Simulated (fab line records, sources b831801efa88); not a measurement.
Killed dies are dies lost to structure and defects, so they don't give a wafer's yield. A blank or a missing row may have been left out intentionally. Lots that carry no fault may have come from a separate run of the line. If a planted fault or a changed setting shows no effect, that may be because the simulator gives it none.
Problem report in the 8D (eight disciplines) form, filled by code	flow gf180mcu	the parts of the form that need people (team, actions taken, sign-off) are left out

== 1. THE ISSUE ==
Wafers without a fault read 39.98 Torr, standard deviation 0.086; chamber-pressure-Torr at GF_V5_CVD_23 reads a mean of 38.58 Torr on 6 wafers belonging to 2 lots. Relative to the usual mean, that is a shift of -16 standard deviations.
The step: deposits W, target thk 350 nm, time 104.9 s.
Seen first at day 30 02:55 on cvd-w-01, wafer L955.1. At this step, 39 wafers from 13 lots have a number in the record. The rule behind "out" and "out of limits": a value lying over 4 standard deviations away from the usual mean. Any other wafer with a number is counted as sound.

== 2. WHAT IT IS, AND WHAT IT ISN'T ==
question	is	is not
which readings at this step	chamber-pressure-Torr	heater-power-w
which lots	L955, L956	L946, L947, L948, L950, L951, L963, L965, L966, L967, L968, L969
which wafers of those lots	all that have a number	-
read on which tools	cvd-w-01	cvd-w-02
when	from day 30 02:55	up to then (15 sound wafers); but 18 sound wafers of L963, L965, L966, L967, L968, L969 came after

== 3. SUSPECTS, AND WHAT RULES EACH OUT ==
Counting: a tool stays on the suspect list if, at a process step up to the reading, it processed all lots that are out and no sound lot following the first of them.
- cvd-w-01 at GF_V5_CVD_23 (deposits W, target thk 350 nm, time 104.9 s): ruled out as a lasting fault. After its first lot that is out, L955 (day 30 02:55), sound lots L965, L967 ran on it.
Left after counting: nothing in the record.

== 4. THE CAUSE (what the simulator had put in) ==
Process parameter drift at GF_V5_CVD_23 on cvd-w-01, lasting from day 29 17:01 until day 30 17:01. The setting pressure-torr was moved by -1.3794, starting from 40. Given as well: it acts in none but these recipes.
Counting ruled it out, wrongly.

== 5. THE EFFECT CHAIN, in route order ==
Rows list readings where the struck wafers' mean (over those with a number) sits beyond 3 standard deviations from the usual. Readings are gone through only where the record gives a usual standard deviation; hours: the median, over the lots, of the time from a lot's start at the first step in this table giving one to that lot's start at this step; sigmas: the change measured in usual standard deviations.
hours	step	reading	usual	on struck wafers	change	sigmas
0	GF_V5_CVD_23	chamber-pressure-Torr	39.98 Torr	38.58	-1.40	-16
Process steps it contains:
- GF_V5_CVD_23: deposits W, target thk 350 nm, time 104.9 s.

== 6. HOW IT WOULD HAVE BEEN CAUGHT EARLIER ==
In this record the first reading out of limits was taken at day 30 02:55, 10 hours after the fault began at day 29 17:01.
